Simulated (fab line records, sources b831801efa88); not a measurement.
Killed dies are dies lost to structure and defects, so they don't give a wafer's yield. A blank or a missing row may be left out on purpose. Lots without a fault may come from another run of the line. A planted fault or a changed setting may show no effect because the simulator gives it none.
One fault seen from 2 desks | flow gf180mcu | each desk has only its own numbers; what lay behind them comes last

THE TOOL OWNER'S DESK: hdpcvd-01
The tool's own readings at GF_V5_CVD_00 (deposits SiO2, target thk 300 nm, time 50 s): means of the sampled wafers that have a number, for each lot that ran on this tool. A lot is out of limits, marked OUT, if its mean lies more than 4 standard deviations from the usual mean; the brackets give that distance.
Columns: A = sih4_flow_sccm at GF_V5_CVD_00, usual 60.01 sccm
lot  | first seen here | A
L133 | day 26 21:26    | 59.71
L134 | day 27 00:29    | 60.05
L138 | day 28 17:38    | 59.97
L139 | day 28 21:04    | 64.05 (+20) OUT
L142 | day 29 15:53    | 64.10 (+20) OUT
This desk's finding: out of limits on L139, L142; first on L139, day 28 21:04 (sih4_flow_sccm at GF_V5_CVD_00). In limits: L133, L134, L138.

THE METROLOGY DESK
What the gauges read, lot by lot, whatever tool the lot ran on: means of the sampled wafers that have a number. A lot is out of limits, marked OUT, if its mean lies more than 4 standard deviations from the usual mean; the brackets give that distance.
Columns: A = V3_OVL at GF_V3_OVL_MEAS_15, usual 4 nm; B = M4_ALCU_RS at GF_M4_RS_MEAS_05, usual 0.0696 ohm/sq; C = V5_CVD_00_THK at GF_V5_THK_MEAS_01, usual 299.3 nm
lot  | first seen here | A  | B      | C
L132 | day 22 11:58    | 6  | 0.0691 | 300.5
L133 | day 22 16:53    | 7  | 0.0700 | 296.2
L134 | day 23 02:44    | -3 | 0.0694 | 297.2
L136 | day 24 01:29    | 2  | 0.0693 | 300.7
L138 | day 25 01:14    | 4  | 0.0694 | 299.0
L139 | day 25 05:26    | -1 | 0.0691 | 317.9 (+7.1) OUT
L142 | day 26 01:56    | 9  | 0.0695 | 318.9 (+7.5) OUT
L148 | day 27 21:52    | 2  | 0.0693 | 297.5
L149 | day 28 01:55    | 1  | 0.0690 | 298.3
L151 | day 28 18:52    | 4  | 0.0697 | 299.6
L153 | day 29 10:58    | 1  | 0.0701 | 298.6
L154 | day 29 13:41    | 6  | 0.0694 | 300.1
L155 | day 29 15:59    | 1  | 0.0689 | 301.0
This desk's finding: out of limits on L139, L142; first on L139, day 28 21:07 (V5_CVD_00_THK at GF_V5_THK_MEAS_01). In limits: L132, L133, L134, L136, L138, L148, L149, L151, L153, L154, L155.

PUT TOGETHER
The tool owner's desk could have raised an alarm at day 28 21:04, on L139, L142.
The metrology desk could have raised an alarm at day 28 21:07, on L139, L142.
Of the lots named, all ran GF_V5_CVD_00 on hdpcvd-01.

WHAT THE SIMULATOR HAD PUT IN
Process parameter drift: hdpcvd-01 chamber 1, from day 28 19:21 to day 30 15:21, at GF_V5_CVD_00. Setting sih4_flow_sccm, moved by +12, from 60. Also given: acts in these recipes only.
Lots struck among those shown: L139, L142.
Hours from the fault's start to each desk's first reading out of limits: the tool owner's desk, 2; the metrology desk, 2.
